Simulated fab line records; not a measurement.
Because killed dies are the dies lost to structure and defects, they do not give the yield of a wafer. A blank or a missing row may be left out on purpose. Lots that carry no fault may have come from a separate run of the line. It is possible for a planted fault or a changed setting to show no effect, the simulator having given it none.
Struck lot and sound lot, side by side ; flow gf180mcu ; 14 steps out of a route of 602
Sound: the wafers L176.1, L176.5, L176.6. Struck: wafers L194.3, L194.4, L194.5. The cause is named last.
At each step with rows: each side's tool, then ch and its chambers, then its first start. Under that, the readings that differ: sound wafers ; struck wafers ; difference of the means ; sigmas: that difference in standard deviations of wafers without a fault.
alike: readings whose means differ by less than 2 such deviations, and words and numbers that are the same on both sides. not compared: withheld readings, readings that some wafer has no value for, bounds like >300 that may hide the same value, and numbers for which the record gives no deviation and whose values overlap.
The two part at a step that has a row with sigmas, a row that says differs or no value, or rows on one side only. When numbers do not overlap yet have no deviation, they are printed without sigmas and do not part them. A reading missing from all wafers of one side parts the sides only when that side holds two or more wafers.

GF_TOP_METAL_STRIP_17: strips in O2/N2.
  sound on plasma asher-02 ch 0,1, day 28 07:14; struck on plasma asher-03 ch 0,1, day 33 10:25
reading;sound;struck;difference;sigmas
strip time to endpoint s (s);12.80 12.84 12.81;13.05 12.91 12.97;+0.16;+3
  alike: drypump motor current A, heater power w, oes product au
  not compared: rf hours counter h
then, 2 steps without rows for these wafers: GF_TOP_METAL_STRIP_18 (strips in post etch residue remover, time 1200 s); GF_TOP_METAL_CLEAN_19 (cleans in DIW).
GF_PASSIVATION_CVD_00: deposits SiO2 from TEOS, target thk 1000 nm, time 111.95 s.
  sound on pecvd-01 ch 0,1,2, day 28 07:53; struck on pecvd-04 ch 0,2, day 33 10:57
reading;sound;struck;difference;sigmas
heater power w (W);520 670 476;705 776 760;+192;+2
GF_PASSIVATION_THK_MEAS_01:
  sound on film metro-03 at day 28 07:58; struck on film metro-02 at day 33 11:03
  alike: PASSIVATION_CVD_00_THK
GF_PASSIVATION_CVD_02: deposits Si3N4, target thk 700 nm, time 486.18 s.
  sound on pecvd-04 ch 0,2, day 28 08:01; struck on pecvd-01 ch 1,2, day 33 11:05
  alike: heater power w
GF_PASSIVATION_THK_MEAS_03:
  sound on film metro-03 at day 28 08:19; struck on film metro-04 at day 33 11:24
  alike: PASSIVATION_CVD_02_THK
then, 5 steps without rows for these wafers: GF_PASSIVATION_DEHYDRATE_04 (time 60 s); GF_PASSIVATION_HMDS_05 (prime time 60 s); GF_PASSIVATION_COAT_06 (resist thk 4000 nm); GF_PASSIVATION_SOFTBAKE_07; GF_PASSIVATION_EXPOSE_08 (exposes mask Pad, target cd 40000 nm).
GF_PASSIVATION_PEB_09:
  struck on litho track-02, day 34 01:00; sound on litho track-02 ch 0, day 29 02:00
  no value came back on the struck wafers for chill plate temp C (C), exhaust pa (Pa); on the sound wafers chill plate temp C (C) reads 23.15 22.96 23.07
then, 1 step without rows for these wafers: GF_PASSIVATION_DEVELOP_10 (develop time 60 s).

== WHERE THEY PART ==
At GF_TOP_METAL_STRIP_17 first; at GF_PASSIVATION_PEB_09 last (within this record only).

WHY: what had been put in by the simulator
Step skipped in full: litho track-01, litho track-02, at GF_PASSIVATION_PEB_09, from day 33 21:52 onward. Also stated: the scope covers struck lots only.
